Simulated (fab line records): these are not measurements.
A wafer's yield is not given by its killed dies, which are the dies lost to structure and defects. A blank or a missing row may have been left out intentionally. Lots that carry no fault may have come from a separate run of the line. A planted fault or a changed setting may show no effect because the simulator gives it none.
Comparing a struck lot with a sound one | flow gf180mcu | 20 out of 602 route steps
Sound: these wafers, L567.3, L567.4, L567.5. Wafers L577.1, L577.2, L577.6 were the ones struck. Last of all comes the cause.
Per side, at each step with rows, come the tool, then ch with its chambers, and then its first start. Under that, the readings that differ: sound wafers | struck wafers | difference of the means | sigmas: that difference in standard deviations of wafers without a fault.
alike: same words and numbers on both sides, and readings whose means sit less than 2 such deviations apart. not compared: any withheld reading, any reading some wafer has no value for, any bound like >300 that may hide the same value, and any number with overlapping values for which the record gives no deviation.
Wherever a step has rows on one side only, a row that says differs or no value, or a row with sigmas, the two part there. Non-overlapping numbers with no deviation appear without sigmas and do not part them. Lack of a reading on every wafer of one side parts them only where that side has two or more wafers.

first, 1 step without rows for these wafers: GF_V2_CVD_00 (deposits SiO2, target thk 600 nm, time 100 s).
GF_V2_THK_MEAS_01:
  sound: filmMetro-04 at day 20 13:32; struck: filmMetro-03 at day 24 04:58
  alike: V2_CVD_00_THK
GF_V2_CVD_02: deposits SiO2 from TEOS, target thk 850 nm, time 94.851 s.
  sound on pecvd-02 ch 0,2, day 20 13:34; struck on pecvd-02 ch 0,2, day 24 05:01
  alike: heaterPowerW, rfFwdPowerW
GF_V2_THK_MEAS_03:
  sound: filmMetro-02 at day 20 13:40; struck: filmMetro-04 at day 24 05:05
  alike: V2_CVD_02_THK
GF_V2_CMP_04: polishes SiO2.
  sound on cmp-01 ch 0,2, day 20 13:42; struck on cmp-02 ch 0,2,3, day 24 05:09
  alike: motorCurrentA, platenRpm, timeToEndpointS
GF_V2_BOW_MEAS_05:
  sound: filmMetro-02 at day 20 14:02; struck: filmMetro-03 at day 24 05:27
  alike: V2_BOW
then, 6 steps without rows for these wafers: GF_V2_DEHYDRATE_06 (time 60 s); GF_V2_HMDS_07 (prime time 60 s); GF_V2_COAT_08; GF_V2_COAT_09 (resist thk 1000 nm); GF_V2_SOFTBAKE_10 (time 60 s); GF_V2_EXPOSE_11 (exposes mask Via2, target cd 260 nm).
GF_V2_PEB_12: peb time 90 s.
  sound on lithoTrack-03 ch 0, day 21 13:56; struck on lithoTrack-03 ch 0, day 25 02:46
then, 1 step without rows for these wafers: GF_V2_DEVELOP_13 (develop time 60 s).
GF_V2_CD_MEAS_14: target cd 260 nm.
  sound: cdSem-01 at day 21 14:15; struck: cdSem-02 at day 25 03:07
  alike: cdNm
GF_V2_OVL_MEAS_15:
  sound: overlay-02 at day 21 14:20; struck: overlay-02 at day 25 03:14
  alike: V2_OVL
GF_V2_ETCH_16: etches BARC in N2/H2.
  sound on rieDiel-02 ch 0,1,3, day 21 14:22; struck on rieDiel-04 ch 1,2, day 25 03:16
  alike: biasW, drypumpMotorCurrentA, oesProductAu, rfFwdPowerW, throttleValvePct
  not compared: model.V2.cdNm
GF_V2_ETCH_17: etches SiO2 in C4F8/O2/Ar, stops on TiN, target depth 630 nm.
  sound on rieDiel-02 ch 0,1,3; struck on rieDiel-04 ch 1,2
  alike: biasW, oesProductAu, rfFwdPowerW
  not compared: model.V2.cdNm
GF_V2_STRIP_18: strips in O2/N2.
  sound on plasmaAsher-02 ch 0,1, day 21 14:32; struck on plasmaAsher-01 ch 0,1, day 25 03:24
  alike: drypumpMotorCurrentA, heaterPowerW, oesProductAu
  not compared: rfHoursCounterH
after that, 1 step had no rows for these wafers: GF_PASSIVATION_PROBE_99.

WHERE THEY PART
Nowhere in this record.

WHY: the cause the simulator had injected
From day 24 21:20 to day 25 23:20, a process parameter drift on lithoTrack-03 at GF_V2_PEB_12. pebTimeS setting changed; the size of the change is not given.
